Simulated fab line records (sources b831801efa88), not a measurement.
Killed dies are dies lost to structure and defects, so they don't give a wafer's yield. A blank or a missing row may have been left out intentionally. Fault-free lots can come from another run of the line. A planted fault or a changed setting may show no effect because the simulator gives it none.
Chamber matching -- flow sky130 -- SKY_VIA2_HDPCVD_00 on hdpcvd-01 has 3 sister chambers
The step deposits SiO2, target thk 1180 nm, time 196.7 s. 6 wafers are shown with their chamber, then 7 later ones without.

## WAFERS WITH THEIR CHAMBER
wafer,chamber,susceptorTempC (C)
L481.3,1,399.79
L482.3,0,399.97
L482.4,2,399.40
L482.6,0,400.34
L486.2,2,400.11
L486.3,1,400.55

## WAFERS WITHOUT THEIR CHAMBER
wafer,susceptorTempC (C)
L486.4,400.16
L488.1,399.90
L488.2,400.26
L488.3,400.12
L491.1,400.18
L491.3,400.20
L491.6,400.02

## CHAMBER TAKEN BY EACH
wafer,from the rows above,in truth
L486.4,can't be placed: 0 or 1 or 2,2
L488.1,can't be placed: 2 or 0 or 1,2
L488.2,can't be placed: 1 or 0 or 2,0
L488.3,can't be placed: 0 or 1 or 2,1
L491.1,can't be placed: 1 or 0 or 2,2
L491.3,can't be placed: 1 or 0 or 2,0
L491.6,can't be placed: 0 or 1 or 2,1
Correct placement for 0 of the 7. Unplaceable from these rows: 7, with the true chamber sitting among the candidates in 7. Wrongly placed: 0.
How it was worked out, from the rows above alone: a wafer's distance from a chamber is the root of the sum, over the readings, of the square of ((its reading less the chamber's mean) divided by the reading's scatter). If the next closest chamber is less than 2 further off than the closest, the wafer can't be placed; otherwise it belongs to the closest. A chamber's mean is the mean of its shown wafers. The scatter: take each reading less its chamber's mean, square it, sum over the shown wafers, divide by the number of wafers less the number of chambers, and take the root.
